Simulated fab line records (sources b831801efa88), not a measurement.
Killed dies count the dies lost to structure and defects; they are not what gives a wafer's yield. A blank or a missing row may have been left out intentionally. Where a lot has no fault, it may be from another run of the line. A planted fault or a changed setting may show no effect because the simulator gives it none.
One fault through the eyes of 2 desks / flow gf180mcu / every desk sees just its own numbers, and what lay behind them comes last

== THE TOOL OWNER'S DESK: litho-track-04 ==
The tool's own readings at GF_V4_SOFTBAKE_10 (time 60 s): means of the sampled wafers that have a number, for each lot that ran on this tool. If a lot's mean is further than 4 standard deviations from the usual mean, the lot is out of limits and carries the mark OUT (the distance appears in the brackets).
Columns: A = chill-plate-temp-C at GF_V4_SOFTBAKE_10, usual 23.02 C; B = heater-power-total-W at GF_V4_SOFTBAKE_10, usual 93.06 W; C = plate-temp-C at GF_V4_SOFTBAKE_10, usual 130.01 C
lot=L434; first seen here=day 24 22:00; A=23.10; B=93.05; C=129.86
lot=L437; first seen here=day 25 22:00; A=23.19; B=93.04; C=129.82
lot=L444; first seen here=day 28 04:00; A=23.11; B=88.42 (-81) OUT; C=125.06 (-35) OUT
lot=L448; first seen here=day 29 10:00; A=22.92; B=88.42 (-81) OUT; C=125.23 (-34) OUT
This desk finds L444, L448 out of limits, L444 being first, at day 28 04:00 (heater-power-total-W at GF_V4_SOFTBAKE_10). Within limits: L434, L437.

== THE METROLOGY DESK ==
What the gauges read for every lot (on any tool): the sampled wafers with a number, averaged. If a lot's mean is further than 4 standard deviations from the usual mean, the lot is out of limits and carries the mark OUT (the distance appears in the brackets).
Columns: A = cd-nm at GF_M4_CD_MEAS_14, usual 280.0 nm; B = cd-nm at GF_V4_CD_MEAS_14, usual 259.5 nm
lot=L432; first seen here=day 23 14:17; A=278.1; B=260.7
lot=L433; first seen here=day 23 21:52; A=280.8; B=258.9
lot=L434; first seen here=day 24 10:30; A=279.7; B=258.8
lot=L437; first seen here=day 25 10:21; A=280.6; B=258.5
lot=L438; first seen here=day 25 16:45; A=280.0; B=259.8
lot=L444; first seen here=day 27 16:46; A=279.2; B=249.2 (-7.3) OUT
lot=L445; first seen here=day 28 01:47; A=280.0; B=258.8
lot=L446; first seen here=day 28 04:46; A=280.7; B=260.9
lot=L447; first seen here=day 28 18:00; A=280.3; B=261.0
lot=L448; first seen here=day 28 23:52; A=279.6; B=246.1 (-9.6) OUT
lot=L449; first seen here=day 29 06:46; A=279.8; B=258.0
lot=L455; first seen here=day 30 19:37; A=280.1; B=260.7
This desk finds L444, L448 out of limits, L444 being first, at day 28 14:05 (cd-nm at GF_V4_CD_MEAS_14). Within limits: L432, L433, L434, L437, L438, L445, L446, L447, L449, L455.

== BROUGHT TOGETHER ==
The tool owner's desk had the chance to raise an alarm at day 28 04:00 on L444, L448.
The metrology desk could have raised an alarm at day 28 14:05, on L444, L448.
Every lot named ran GF_V4_SOFTBAKE_10 on litho-track-04.

== WHAT WAS PUT IN BY THE SIMULATOR ==
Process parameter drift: litho-track-04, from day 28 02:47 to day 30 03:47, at GF_V4_SOFTBAKE_10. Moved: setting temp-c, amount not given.
Shown lots that were struck: L444, L448.
Time in hours from fault onset to the first out-of-limits reading at each desk: tool owner's desk 1, metrology desk 11.
